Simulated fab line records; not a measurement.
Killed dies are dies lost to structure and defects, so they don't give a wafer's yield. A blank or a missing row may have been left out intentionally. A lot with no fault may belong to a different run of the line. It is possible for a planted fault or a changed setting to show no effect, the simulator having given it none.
Problem report, 8D (eight disciplines) form, completed by code    flow gf180mcu    the parts of the form that need people (team, actions taken, sign-off) are left out

== 1. WHAT IS WRONG ==
Wafers without a fault read 60.000, standard deviation 0.02; beam energy keV at GF_HV_LDD_IMPLANT_35 reads a mean of 56.936 on 6 wafers belonging to 2 lots. So: -99 or more standard deviations from the usual mean.
Earliest sighting: wafer L578.1 on implanter-03 at day 16 04:23. At this step, 42 wafers from 14 lots have a number in the record. Rule for "out", or "out of limits": more than 4 standard deviations from the usual mean. All remaining wafers that have a number are taken as sound.

== 2. WHAT IT IS AND WHAT IT IS NOT ==
question                     is                      is not
which readings at this step  beam energy keV         end station pressure torr
which lots                   L578, L580              L564, L565, L566, L567, L568, L569, L572, L573, L576, L581, L585, L586
which wafers of those lots   all that have a number  -
read on which tools          implanter-03            implanter-01, implanter-02
when                         from day 16 04:23       up to then (27 sound wafers); but 9 sound wafers of L581, L585, L586 came after

== 3. WHAT RULES OUT EACH SUSPECT ==
Counting: a tool stays on the suspect list if, at a process step up to the reading, it processed all lots that are out and no sound lot following the first of them.
- implanter-03 at GF_HV_LDD_IMPLANT_35: kept. It processed each lot that is out, first L578 at day 16 04:23, and no sound lot thereafter; up to then, the last sound lot it processed was L576 at day 15 14:19. On those wafers its own readings are out: beam energy keV.
The count leaves implanter-03 at GF_HV_LDD_IMPLANT_35.

== 4. THE CAUSE (what the simulator had put in) ==
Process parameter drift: implanter-03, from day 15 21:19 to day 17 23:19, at GF_HV_LDD_IMPLANT_35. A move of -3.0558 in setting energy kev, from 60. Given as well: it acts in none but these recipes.
After counting, this tool was the only one left.

== 5. THE EFFECT CHAIN, in route order ==
Each row: a reading where the mean over the struck wafers with a number is more than 3 standard deviations away from the usual. Scope: only readings with a usual standard deviation given in the record; hours: median across lots of the time from each lot's start at the first step in this table that gives one to its start at this step; sigmas: change in usual standard deviations.
hours  step                  reading          usual   on struck wafers  change  sigmas
0      GF_HV_LDD_IMPLANT_35  beam energy keV  60.000  56.936            -3.064  -99 or more
Here are the process steps it includes:
- GF_HV_LDD_IMPLANT_35

== 6. HOW IT WOULD HAVE BEEN CAUGHT EARLIER ==
In this record the first reading out of limits was taken at day 16 04:23, 7 hours after the fault began at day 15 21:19.
